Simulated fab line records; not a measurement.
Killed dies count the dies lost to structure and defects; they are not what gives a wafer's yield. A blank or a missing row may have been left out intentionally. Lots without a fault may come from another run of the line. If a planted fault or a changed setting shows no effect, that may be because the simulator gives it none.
fab line records	flow sky130
[record] lots = 5	wafers = 15	last_day = 49
route steps=708 shown METAL2@490 PAD_OPEN@708
lots untouched by any fault: they come from a run of this same line in which no faults occurred
start_h: hours from the record's first day to the start of the lot's first wafer shown	wait_h: how many hours have passed since the lot's step before this one	" the same as in the row above	L1.1+2: one row covering several wafers at once	- no value, or no start given	* or withheld: withheld	< > ~ a bound
route shown NAME@n: NAME is a module with steps in the file, n the number in the route of the first one	usual: the fault-free wafers' mean and standard deviation	same: alike in all rows	chamber/n: place in a boat	sites: per-site readings	_std_site: standard deviation across them	_edge_site: the outer-site mean with the inner-site mean subtracted	radius_mm: for every site, how far away it sits from the centre of the wafer	mask NAME#n: copy n	behind: the tool/chamber that last shaped the wafer	hold: cause of the lot's hold/its duration in hours/its outcome	device: the n, p or np transistor that did not switch	end of line: tests of these same wafers at the route's end	for a step that has no rows: nothing shown but its recipe	killed: dies that structure and defects cost at the first sort, which is not the same as the wafer's yield	map: the dies of a wafer, with x for killed, . for not killed, _ for no die there
set.NAME: the setting that was run; set.NAME@STEP: the one run at that earlier step	model.NAME: the simulator's own value behind a step, which no gauge read
a table for each step, a row for each wafer; lots at some steps of the route
services: the hour from which a tool's chamber was out of use, counted from the record's first day as start_h (under 0 if before that day), plus the number of hours and why
[[steps]]
[step SKY_METAL2_DEHYDRATE_07]
[recipe] temp_c = 200	time_s = 60
[step SKY_METAL2_HMDS_08]
[recipe] prime_time_s = 60	prime_temp_c = 120
[step SKY_METAL2_COAT_09]
[recipe] resist = BARC	temp_c = withheld	time_s = withheld	spin_rpm = 3000	resist_thk_nm = 60
[step SKY_METAL2_COAT_10]
[recipe] resist = KrF-thick	spin_rpm = 3000	resist_thk_nm = 450
[step SKY_METAL2_SOFTBAKE_11]
[recipe] temp_c = 100	time_s = 90	resist = KrF-thick
[step SKY_METAL2_EXPOSE_12]
[recipe] mask_id = MM2	na = 0.8	source_shape = annular	sigma_inner = 0.55	sigma_outer = 0.85	target_cd_nm = 140	dose_mj = 28
[step SKY_METAL2_PEB_13]
[recipe] peb_temp_c = withheld	peb_time_s = withheld	resist = KrF-thick
[step SKY_METAL2_DEVELOP_14]
[recipe] develop_time_s = 60	resist = KrF-thick	dev_temp_c = 21
[step SKY_METAL2_CD_MEAS_15]
[recipe] target_cd_nm = 140
[usual] cd_nm = 139.3/1.6
lot.wafer	tool	chamber	start_h	wait_h	cd_nm
L392.2	cd_sem-01	-	818.80	-	141.1
L392.3	"	-	"	"	139.7
L392.4	"	-	"	"	141.1
L395.1	cd_sem-02	-	832.36	-	141.8
L395.2	"	-	"	"	140.1
L395.5	"	-	"	"	139.8
L399.2	cd_sem-01	-	879.34	-	139.6
L399.4	"	-	"	"	140.1
L399.5	"	-	"	"	137.7
L403.1	cd_sem-02	-	898.36	-	137.8
L403.2	"	-	"	"	137.2
L403.4	"	-	"	"	137.7
L412.3	cd_sem-02	-	955.55	-	140.6
L412.4	"	-	"	"	139.6
L412.5	"	-	"	"	140.3
[step SKY_METAL2_OVL_MEAS_16]
[usual] METAL2_OVL = -2/5.5
lot.wafer	tool	chamber	start_h	wait_h	METAL2_OVL[nm]
L392.2	overlay-01	-	818.91	0.1	1
L392.3	"	-	"	"	-2
L392.4	"	-	"	"	5
L395.1	overlay-01	-	832.48	0.1	4
L395.2	"	-	"	"	5
L395.5	"	-	"	"	4
L399.2	overlay-02	-	879.45	0.1	-7
L399.4	"	-	"	"	-1
L399.5	"	-	"	"	-6
L403.1	overlay-02	-	898.48	0.1	-2
L403.2	"	-	"	"	-4
L403.4	"	-	"	"	-3
L412.3	overlay-02	-	955.65	0.1	-8
L412.4	"	-	"	"	-15
L412.5	"	-	"	"	-5
[step SKY_METAL2_DESCUM_17]
[recipe] chemistry = O2	source_power_w = 150	bias_power_w = 0	pressure_mtorr = 10	temp_c = 40	time_s = 8
[usual] drypump_motor_current_A = 5.9/0.34	he_backside_leak_sccm = 3.30/0.26	oes_product_au = 1.003/0.0092
lot.wafer	tool	chamber	start_h	wait_h	drypump_motor_current_A	he_backside_leak_sccm	oes_product_au	rf_hours_counter_h
L392.2	rie_metal-01	1	818.94	0.0	5.6	3.35	1.002	12
L392.3	"	0	"	"	5.7	3.43	1.000	-
L392.4	"	1	"	"	5.6	3.37	1.007	-
L395.1	rie_metal-03	0	832.52	0.0	5.6	2.98	1.020	15
L395.2	"	1	"	"	5.6	3.28	0.991	4
L395.5	"	1	"	"	5.6	3.32	0.999	-
L399.2	rie_metal-01	0	879.48	0.0	5.7	3.40	0.998	14
L399.4	"	1	"	"	5.6	3.24	1.007	-
L399.5	"	0	"	"	5.7	3.53	1.014	-
L403.1	rie_metal-02	0	898.52	0.0	6.4	3.08	0.998	1
L403.2	"	1	"	"	6.4	3.54	0.983	19
L403.4	"	0	"	"	6.4	3.15	0.997	-
L412.3	rie_metal-03	1	955.68	0.0	5.6	3.26	1.016	-
L412.4	"	0	"	"	5.7	3.19	0.988	-
L412.5	"	0	"	"	5.7	3.09	0.989	-
[step SKY_METAL2_ETCH_18]
[recipe] chemistry = N2/H2	target = BARC	ion_energy_ev = 200	bias_w = 100	pressure_mtorr = 30	n2_flow_sccm = 100	h2_flow_sccm = 200	icp_w = 500	stop_on = SiO2	time_s = 45.9	target_depth_a = 600
[usual] bias_w = 99.99/0.27	drypump_motor_current_A = 5.9/0.34	he_backside_leak_sccm = 3.26/0.21	oes_product_au = 0.854/0.0047	throttle_valve_pct = 13.226/0.0092
lot.wafer	tool	chamber	start_h	wait_h	bias_w	drypump_motor_current_A	he_backside_leak_sccm	oes_product_au	rf_hours_counter_h	throttle_valve_pct
L392.2	rie_metal-01	1	818.97	0.0	99.90	5.6	3.29	0.858	12	13.233
L392.3	"	0	"	"	100.02	5.7	3.52	0.849	-	13.224
L392.4	"	1	"	"	99.58	5.6	3.24	0.848	-	13.218
L395.1	rie_metal-03	0	832.55	0.0	99.97	5.7	3.34	0.860	15	13.189
L395.2	"	1	"	"	99.71	5.6	3.22	0.850	4	13.223
L395.5	"	1	"	"	99.96	5.6	3.11	0.857	-	13.230
L399.2	rie_metal-01	0	879.51	0.0	99.83	5.7	3.37	0.852	14	13.223
L399.4	"	1	"	"	100.30	5.6	3.30	0.854	-	13.224
L399.5	"	0	"	"	99.57	5.8	3.56	0.855	-	13.232
L403.1	rie_metal-02	0	898.55	0.0	100.40	6.4	3.06	0.852	1	13.219
L403.2	"	1	"	"	100.19	6.4	3.66	0.859	19	13.214
L403.4	"	0	"	"	99.80	6.3	3.07	0.862	-	13.230
L412.3	rie_metal-03	1	955.72	0.0	100.67	5.6	3.23	0.850	-	13.221
L412.4	"	0	"	"	99.90	5.7	2.88	0.856	-	13.218
L412.5	"	0	"	"	99.78	5.7	2.95	0.860	-	13.216
[step SKY_METAL2_METAL_ETCH_19]
[recipe] target_depth_a = 3600	stop_on = SiO2	over_etch_frac = 0.3	time_s = 78	chemistry = Cl2/BCl3	resist_sidewall_deg = 88	pressure_mtorr = 10	icp_w = 900	bias_w = 48.5	Cl2_flow_sccm = 60	bcl3_flow_sccm = 30
[usual] bias_w = 48.50/0.14	drypump_motor_current_A = 5.9/0.34	he_backside_leak_sccm = 3.28/0.3	oes_product_au = 0.855/0.0052	throttle_valve_pct = 22.264/0.0085
lot.wafer	tool	chamber	start_h	wait_h	bias_w	drypump_motor_current_A	he_backside_leak_sccm	oes_product_au	rf_hours_counter_h	throttle_valve_pct	model.KrF-thick_of_METAL2_COAT_10.thk_nm	model.SiO2_of_VIA1_HDPCVD_00.thk_nm
L392.2	rie_metal-01	1	819.03	0.0	48.31	5.6	3.40	0.856	12	22.265	155.9	329.7
L392.3	"	0	"	"	48.47	5.7	3.66	0.851	-	22.264	158.1	330.8
L392.4	"	1	"	"	48.46	5.6	3.46	0.856	-	22.259	157.7	329
L395.1	rie_metal-03	0	832.62	0.0	48.38	5.7	3.12	0.863	15	22.279	151.5	330.8
L395.2	"	1	"	"	48.44	5.6	3.34	0.851	4	22.259	156	330.7
L395.5	"	1	"	"	48.36	5.6	3.30	0.846	-	22.266	158.3	331.7
L399.2	rie_metal-01	0	879.57	0.0	60.68	5.8	3.65	0.853	14	22.258	128.8	326.4
L399.4	"	1	"	"	48.51	5.6	3.25	0.849	-	22.259	156.7	330.4
L399.5	"	0	"	"	60.72	5.8	3.65	0.852	-	22.270	130.4	326.9
L403.1	rie_metal-02	0	898.62	0.0	48.32	6.3	3.11	0.855	2	22.269	161.6	331.1
L403.2	"	1	"	"	48.57	6.4	3.61	0.853	19	22.270	166	329.1
L403.4	"	0	"	"	48.45	6.3	3.13	0.848	-	22.256	161.2	329.2
L412.3	rie_metal-03	1	955.80	0.1	48.35	5.6	3.12	0.859	-	22.237	156	332.6
L412.4	"	0	"	"	48.45	5.7	2.82	0.864	-	22.277	157.7	330.5
L412.5	"	0	"	"	48.60	5.7	3.06	0.859	-	22.264	160.4	331.1
[step SKY_METAL2_STRIP_20]
[recipe] chemistry = O2/N2	power_w = 1400	pressure_mtorr = 1500	platen_temp_c = withheld	o2_flow_sccm = 3000	n2_flow_sccm = 300	overash_fraction = 0.5
[usual] drypump_motor_current_A = 5.7/0.31	oes_product_au = 0.342/0.0049	strip_time_to_endpoint_s = 2.69/0.041
lot.wafer	tool	chamber	start_h	wait_h	drypump_motor_current_A	oes_product_au	rf_hours_counter_h	strip_time_to_endpoint_s
L392.2	plasma_asher-04	0	819.12	0.1	5.3	0.340	96	2.67
L392.3	"	1	"	"	5.9	0.336	-	2.69
L392.4	"	0	"	"	5.3	0.336	-	2.66
L395.1	plasma_asher-04	1	832.71	0.1	5.8	0.336	98	2.61
L395.2	"	0	"	"	5.3	0.339	98	2.67
L395.5	"	1	"	"	5.9	0.340	-	2.70
L399.2	plasma_asher-03	0	879.66	0.1	6.4	0.342	44	2.37
L399.4	"	1	"	"	6.0	0.343	-	2.68
L399.5	"	0	"	"	6.4	0.331	-	2.39
L403.1	plasma_asher-02	0	898.71	0.1	5.8	0.347	78	2.74
L403.2	"	1	"	"	5.6	0.348	78	2.78
L403.4	"	0	"	"	5.9	0.350	-	2.72
L412.3	plasma_asher-04	1	955.89	0.1	5.9	0.340	-	2.67
L412.4	"	0	"	"	5.3	0.347	-	2.70
L412.5	"	0	"	"	5.3	0.345	-	2.71
[step SKY_METAL2_STRIP_21]
[recipe] chemistry = post_etch_residue_remover	time_s = 1200	temp_c = 72.5
[step SKY_PAD_OPEN_PROBE_99]
[usual] defect_limited_yield = 82.3/2	killed_at_M0_to_M3 = 44/7.1	killed_at_M4_up = 3.3/1.8	killed_at_contacts = 24/5.1	killed_at_front_end = 16/4.7	killed_at_other = 0.3/0.52	killed_dies = 87/9.7	killed_on_rim = 17/3.8	killed_open = 47/6.8	killed_short = 39/6.7	sort_bin_3_pad_short = 0.9/0.43	sort_bin_5_function = 10.4/1.4	sort_bin_6_memory = 6.4/1.2	sort_n_pass = 405/9.7	sort_yield_pct = 82.3/2
[same] gross_dies = 492	killed_at_back_side = 0	sort_bin_4_leakage[%] = 0	sort_bin_8_speed[%] = 0
lot.wafer	tool	chamber	start_h	wait_h	defect_limited_yield[%]	killed_at_M0_to_M3	killed_at_M4_up	killed_at_contacts	killed_at_front_end	killed_at_other	killed_dies	killed_on_rim	killed_open	killed_short	sort_bin_3_pad_short[%]	sort_bin_5_function[%]	sort_bin_6_memory[%]	sort_n_pass	sort_yield_pct[%]
L392.2	prober-02	-	1073.44	0.1	87.0	27	6	21	10	0	64	17	29	35	0.4	7.1	5.5	428	87.0
L392.3	prober-02	-	1073.49	0.2	84.6	47	4	17	8	0	76	10	42	34	0.8	8.5	6.1	416	84.6
L392.4	prober-02	-	1073.54	0.2	82.7	55	2	21	7	0	85	18	48	37	0.2	11.0	6.1	407	82.7
L395.1	prober-02	-	1083.85	0.1	83.3	37	5	24	16	0	82	23	43	39	1.2	8.9	6.5	410	83.3
L395.2	prober-02	-	1083.90	0.1	78.0	51	4	33	19	1	108	25	59	49	1.4	12.2	8.3	384	78.0
L395.5	prober-02	-	1084.05	0.2	82.7	46	3	16	20	0	85	16	45	40	0.8	10.4	6.1	407	82.7
L399.2	prober-02	-	1122.33	0.1	83.1	37	4	27	15	0	83	19	43	40	0.2	10.0	6.7	409	83.1
L399.4	prober-02	-	1122.43	0.2	83.3	41	3	24	14	0	82	18	35	47	1.0	10.0	5.7	410	83.3
L399.5	prober-02	-	1122.48	0.2	83.1	41	5	26	11	0	83	14	51	32	0.2	10.2	6.5	409	83.1
L403.1	prober-02	-	1134.59	0.1	82.1	41	6	20	20	1	88	13	45	43	0.8	10.8	6.3	404	82.1
L403.2	prober-02	-	1134.64	0.1	80.9	35	2	31	26	0	94	18	49	45	0.6	12.4	6.1	398	80.9
L403.4	prober-02	-	1134.74	0.2	82.9	35	2	27	18	2	84	12	61	23	0.4	10.2	6.5	408	82.9
L412.3	prober-01	-	1175.94	0.2	80.9	40	0	37	16	1	94	14	50	44	1.0	9.6	8.5	398	80.9
L412.4	prober-01	-	1175.99	0.2	85.6	32	3	26	10	0	71	12	46	25	0	9.1	5.3	421	85.6
L412.5	prober-01	-	1176.04	0.2	83.9	37	3	20	19	0	79	18	42	37	0.8	10.8	4.5	413	83.9
// killed by level:class
L392.2 LOCAL_INTERCONNECT:geometric_particle:short=7 LI_CONTACT:geometric_particle:open=6 VIA1:geometric_particle:open=6 CONTACT:geometric_particle:open=5 VIA1:geometric_particle:short=5 METAL4:geometric_particle:short=5 POLY_GATE:geometric_particle:short=3 METAL2:geometric_particle:short=3
L392.3 VIA1:geometric_particle:open=11 CONTACT:geometric_particle:open=8 VIA1:geometric_particle:short=7 LOCAL_INTERCONNECT:geometric_particle:short=5 METAL2:geometric_particle:open=5 METAL2:geometric_particle:short=5 VIA2:geometric_particle:open=4 METAL3:geometric_particle:short=4
L392.4 VIA1:geometric_particle:open=13 VIA3:geometric_particle:open=11 VIA2:geometric_particle:open=8 CONTACT:geometric_particle:open=8 METAL1:geometric_particle:short=6 VIA1:geometric_particle:short=5 METAL2:geometric_particle:short=5 LI_CONTACT:geometric_particle:open=4
L395.1 CONTACT:geometric_particle:open=8 CONTACT:geometric_particle:short=8 FIELD_ISO:geometric_particle:open=7 VIA1:geometric_particle:open=7 LI_CONTACT:geometric_particle:open=6 FIELD_ISO:geometric_particle:short=5 METAL1:geometric_particle:short=5 METAL2:geometric_particle:short=4
L395.2 LI_CONTACT:geometric_particle:open=12 CONTACT:geometric_particle:open=12 METAL2:geometric_particle:short=10 FIELD_ISO:geometric_particle:open=8 VIA1:geometric_particle:open=7 VIA2:geometric_particle:open=7 VIA3:geometric_particle:open=6 METAL1:geometric_particle:short=6
L395.5 VIA1:geometric_particle:open=9 VIA3:geometric_particle:open=7 FIELD_ISO:geometric_particle:open=6 FIELD_ISO:geometric_particle:short=6 CONTACT:geometric_particle:open=5 VIA2:geometric_particle:short=5 CONTACT:geometric_particle:short=4 METAL1:geometric_particle:open=4
L399.2 VIA1:geometric_particle:open=11 METAL2:geometric_particle:short=9 CONTACT:geometric_particle:open=8 LI_CONTACT:geometric_particle:open=7 LI_CONTACT:geometric_particle:short=5 METAL1:geometric_particle:short=5 VIA2:geometric_particle:open=5 FIELD_ISO:geometric_particle:short=4
L399.4 CONTACT:geometric_particle:open=8 CONTACT:geometric_particle:short=7 VIA2:geometric_particle:open=6 METAL1:geometric_particle:short=6 VIA1:geometric_particle:short=5 POLY_GATE:geometric_particle:short=5 LOCAL_INTERCONNECT:geometric_particle:short=5 VIA1:geometric_particle:open=5
L399.5 LI_CONTACT:geometric_particle:open=10 CONTACT:geometric_particle:open=8 VIA1:geometric_particle:open=8 VIA3:geometric_particle:open=6 VIA1:geometric_particle:short=6 VIA2:geometric_particle:open=6 METAL1:geometric_particle:short=5 POLY_GATE:geometric_particle:open=4
L403.1 METAL2:geometric_particle:short=8 POLY_GATE:geometric_particle:open=7 LI_CONTACT:geometric_particle:open=7 CONTACT:geometric_particle:open=7 VIA1:geometric_particle:open=7 VIA3:geometric_particle:open=6 VIA2:geometric_particle:open=6 FIELD_ISO:geometric_particle:short=5
L403.2 CONTACT:geometric_particle:open=11 VIA1:geometric_particle:open=10 FIELD_ISO:geometric_particle:short=8 CONTACT:geometric_particle:short=7 FIELD_ISO:geometric_particle:open=6 POLY_GATE:geometric_particle:short=6 VIA1:geometric_particle:short=6 LI_CONTACT:geometric_particle:open=5
L403.4 CONTACT:geometric_particle:open=11 VIA1:geometric_particle:open=10 LI_CONTACT:geometric_particle:open=8 VIA3:geometric_particle:open=7 FIELD_ISO:geometric_particle:open=5 POLY_GATE:geometric_particle:open=5 METAL1:geometric_particle:open=4 POLY_GATE:geometric_particle:short=3
L412.3 CONTACT:geometric_particle:open=17 LI_CONTACT:geometric_particle:open=8 METAL1:geometric_particle:short=6 VIA1:geometric_particle:open=6 VIA1:geometric_particle:short=6 METAL2:geometric_particle:short=6 FIELD_ISO:geometric_particle:open=5 LI_CONTACT:geometric_particle:short=5
L412.4 CONTACT:geometric_particle:open=12 VIA1:geometric_particle:short=8 LI_CONTACT:geometric_particle:open=7 VIA3:geometric_particle:open=6 VIA1:geometric_particle:open=5 CONTACT:geometric_particle:short=3 POLY_GATE:geometric_particle:open=3 LOCAL_INTERCONNECT:geometric_particle:short=3
L412.5 CONTACT:geometric_particle:open=9 VIA1:geometric_particle:open=8 FIELD_ISO:geometric_particle:short=6 VIA3:geometric_particle:open=6 POLY_GATE:geometric_particle:short=5 LI_CONTACT:geometric_particle:open=5 FIELD_ISO:geometric_particle:open=4 VIA2:geometric_particle:open=4
[[services]]
tool	chamber	start_h	hours	kind
plasma_asher-02	-	825.99	0.9	repair
rie_metal-02	0	835.11	-	clean
rie_metal-02	0	835.11	21.6	scheduled_down
rie_metal-02	0	835.11	21.6	vent_cycle
rie_metal-02	-	892.69	0.2	repair
rie_metal-02	-	902.49	0.6	repair
plasma_asher-03	-	918.81	0.8	repair
plasma_asher-03	-	919.86	1.5	repair
rie_metal-02	1	923.44	-	clean
rie_metal-02	1	923.44	14.1	scheduled_down
rie_metal-02	1	923.44	14.1	vent_cycle
rie_metal-03	0	924.36	-	clean
rie_metal-03	0	924.36	23.6	scheduled_down
rie_metal-03	0	924.36	23.6	vent_cycle
rie_metal-01	1	932.15	-	clean
rie_metal-01	1	932.15	10.3	scheduled_down
rie_metal-01	1	932.15	10.3	vent_cycle
[[key]]
[first_sign] step = SKY_METAL2_METAL_ETCH_19	reading = bias_w	direction = up	sigmas = 86	usual = 48.50	struck = 60.70
[effect] step = SKY_METAL2_STRIP_20	reading = strip_time_to_endpoint_s	direction = down	sigmas = 7.7	usual = *	struck = *
[model_effect] step = SKY_METAL2_METAL_ETCH_19	value = KrF-thick_of_METAL2_COAT_10.thk_nm	without = 153.8	struck = 129.6
met_at SKY_METAL2_METAL_ETCH_19
struck_wafers L399.2,L399.5
onset_between 819.03 879.57
[fault] kind = process_parameter_drift	tool = rie_metal-01	chamber = 0	onset_h = 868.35	steps = SKY_METAL2_METAL_ETCH_19	channel = bias_w	offset = 12.145	shape = step	end_h = 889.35	acts_in = these_recipes_only	stated = 48.5
